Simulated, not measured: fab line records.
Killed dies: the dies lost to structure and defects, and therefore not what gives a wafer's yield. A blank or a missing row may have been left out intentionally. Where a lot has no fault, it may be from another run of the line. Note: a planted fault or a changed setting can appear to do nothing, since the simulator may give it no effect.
Which of the tools did it? :: flow gf180mcu :: 21 wafers from 7 lots sampled at 2 of the route's 602 steps

WHAT EACH GAUGE READ, for each wafer
GF_VT_IMPLANT_TW_MEAS_21.
lot: L430
measured: day 7 02:02
on: filmMetro-02
VT_IMPLANT_2_TW: 1242 1234 1243

lot: L432
measured: day 7 11:47
on: filmMetro-04
VT_IMPLANT_2_TW: 1232 1222 1214

lot: L434
measured: day 8 00:54
on: filmMetro-02
VT_IMPLANT_2_TW: 1255 1261 1260

lot: L440
measured: day 9 13:22
on: filmMetro-03
VT_IMPLANT_2_TW: 1501 1494 1497 1494 1503 1497

lot: L444
measured: day 11 04:17
on: filmMetro-03
VT_IMPLANT_2_TW: 1205 1219 1208

lot: L446
measured: day 11 19:17
on: filmMetro-03
VT_IMPLANT_2_TW: 1205 1206 1218

lot: L449
measured: day 12 10:40
on: filmMetro-02
VT_IMPLANT_2_TW: 1248 1255 1243

EACH LOT AND THE TOOL THAT RAN IT (in order: tool; ch and the chambers of the sampled wafers; start)
lot: L430
GF_VT_IMPLANT_IMPLANT_19: implanter-01 ch 0, day 7 01:47

lot: L432
GF_VT_IMPLANT_IMPLANT_19: implanter-01 ch 0, day 7 11:32

lot: L434
GF_VT_IMPLANT_IMPLANT_19: implanter-03 ch 0, day 8 00:41

lot: L440
GF_VT_IMPLANT_IMPLANT_19: implanter-04 ch 0, day 9 12:48

lot: L444
GF_VT_IMPLANT_IMPLANT_19: implanter-04 ch 0, day 11 04:02

lot: L446
GF_VT_IMPLANT_IMPLANT_19: implanter-04 ch 0, day 11 19:02

lot: L449
GF_VT_IMPLANT_IMPLANT_19: implanter-04 ch 0, day 12 10:25
- GF_VT_IMPLANT_IMPLANT_19

THE ANSWER, worked out from the rows above alone
Rule: usual is defined by the lots themselves. Put in order of their means at a reading, lots are off if they are a third of the lots or fewer, leave a main group of 4 or more, and stand apart from it by a gap of 3 or more times the standard deviation of the main group's means; of several such gaps the widest counts. A main group is skipped when, at the precision printed for the reading in the tables above, its means are all equal. A lot without any number at a reading at which 4 lots or more have one is off too. Where the step has rows for the other lots, those lots are counted as sound.
Off: L440, seen at GF_VT_IMPLANT_TW_MEAS_21 (VT_IMPLANT_2_TW). Mean 1232 and standard deviation 19 in the main group.
If a tool, at a process step before that reading, ran all the lots that are off and no sound lot after the first of them, it fits. Those tools and the gauges at GF_VT_IMPLANT_TW_MEAS_21 are tried in the same way. Of those tried, none fits.

WHAT THE SIMULATOR HAD PUT IN
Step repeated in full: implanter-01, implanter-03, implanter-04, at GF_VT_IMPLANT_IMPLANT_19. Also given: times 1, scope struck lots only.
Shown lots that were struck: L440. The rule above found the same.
